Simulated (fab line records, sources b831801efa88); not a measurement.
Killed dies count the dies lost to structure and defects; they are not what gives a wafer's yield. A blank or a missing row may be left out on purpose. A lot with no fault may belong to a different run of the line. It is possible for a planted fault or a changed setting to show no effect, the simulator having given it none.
Chamber matching ; flow sky130 ; SKY_VIA1_CMP_24 on cmp-02: 4 sister chambers
The step polishes, stops on SiO2, t overpolish 15 s, target thk 0 nm. 14 wafers are shown with their chamber, then 7 later ones without.

WAFERS WITH THEIR CHAMBER
wafer;chamber;motorCurrentA (A);platenRpm (rpm);timeToEndpointS (s)
L078.1;0;11.5;60.01;64
L078.3;2;10.5;59.95;63
L078.4;3;11.5;60.01;61
L076.1;2;10.4;59.98;66
L076.4;0;11.5;60.00;68
L076.5;0;10.6;60.01;67
L077.1;0;11.6;60.01;68
L077.2;1;11.0;59.99;61
L077.4;3;11.8;60.03;69
L081.4;3;11.8;60.00;68
L081.5;1;10.8;60.00;64
L081.6;2;10.4;59.97;69
L082.3;3;11.5;59.99;63
L082.4;2;10.5;59.91;66

SIGNATURES (averages over the wafers above)
reading;chamber 0;chamber 1;chamber 2;chamber 3;scatter within a chamber
motorCurrentA;11.300;10.900;10.450;11.650;0.279
platenRpm;60.0075;59.9950;59.9525;60.0075;0.0197
timeToEndpointS;66.75;62.50;66.00;65.25;2.79
Rule: distance of a wafer from a chamber = root of the sum over the readings of ((wafer's reading minus chamber's mean) / reading's scatter) squared. If the next closest chamber is less than 2 further off than the closest, the wafer can't be placed; otherwise it belongs to the closest. The scatter: take each reading less its chamber's mean, square it, sum over the shown wafers, divide by the number of wafers less the number of chambers, and take the root.

WAFERS WITHOUT THEIR CHAMBER
wafer;motorCurrentA (A);platenRpm (rpm);timeToEndpointS (s)
L082.5;11.8;60.04;62
L087.3;11.3;60.00;61
L087.4;11.1;59.96;68
L087.6;11.3;60.05;62
L093.1;11.4;59.96;66
L093.2;11.0;60.07;70
L093.4;11.5;59.98;68

EACH ONE'S CHAMBER
wafer;from the rows above;in truth
L082.5;can't be placed: 3 or 0 or 1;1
L087.3;can't be placed: 1 or 3 or 0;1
L087.4;can't be placed: 2 or 0 or 1 or 3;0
L087.6;can't be placed: 0 or 3 or 1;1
L093.1;can't be placed: 0 or 3 or 1 or 2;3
L093.2;can't be placed: 0 or 3 or 1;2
L093.4;can't be placed: 0 or 3 or 1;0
Correct placement for 0 of the 7. Can't be placed from these rows: 7 (the true chamber is among the candidates in 6). Wrongly placed: 0.
